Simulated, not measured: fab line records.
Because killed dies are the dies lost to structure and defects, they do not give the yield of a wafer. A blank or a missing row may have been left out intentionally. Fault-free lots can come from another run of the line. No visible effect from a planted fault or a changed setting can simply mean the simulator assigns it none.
Matching of chambers    flow gf180mcu    4 sister chambers for GF_V2_CMP_26 on cmp-02
The step polishes, stops on SiO2, t overpolish 15 s, target thk 0 nm. 4 wafers are shown with their chamber, then 12 later ones without.

## WAFERS PAIRED WITH THEIR CHAMBERS
wafer   chamber  time to endpoint s (s)
L087.5  1        79
L088.1  0        79
L089.2  3        83
L089.6  2        77

## WAFERS MISSING THEIR CHAMBER
wafer   time to endpoint s (s)
L091.2  82
L091.4  86
L091.5  84
L092.2  91
L092.3  83
L092.6  86
L095.4  79
L095.5  78
L095.6  80
L096.3  82
L096.4  82
L096.5  84

## THE CHAMBER EACH PASSED THROUGH
wafer   from the rows above                in truth
L091.2  can't be placed: 3 or 0 or 1 or 2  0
L091.4  can't be placed: 3 or 0 or 1       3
L091.5  can't be placed: 3 or 0 or 1       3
L092.2  can't be placed: 3 or 0 or 1       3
L092.3  can't be placed: 3 or 0 or 1       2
L092.6  can't be placed: 3 or 0 or 1       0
L095.4  can't be placed: 0 or 1 or 2 or 3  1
L095.5  can't be placed: 0 or 1 or 2 or 3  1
L095.6  can't be placed: 0 or 1 or 2 or 3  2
L096.3  can't be placed: 3 or 0 or 1 or 2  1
L096.4  can't be placed: 3 or 0 or 1 or 2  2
L096.5  can't be placed: 3 or 0 or 1       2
Correctly placed: 0 of 12. Cannot be placed on the basis of these rows: 12; the candidates contain the true chamber in 10. Wrongly placed: 0.
How it was worked out, from the rows above alone: a wafer's distance from a chamber is the root of the sum, over the readings, of the square of ((its reading less the chamber's mean) divided by the reading's scatter). If the next closest chamber is less than 2 further off than the closest, the wafer can't be placed; otherwise it belongs to the closest. Each chamber's mean is taken over the wafers shown for it. The scatter (one wafer shown for each chamber): square how far every hidden wafer sits from the nearest shown wafer, average those squares and take the square root.
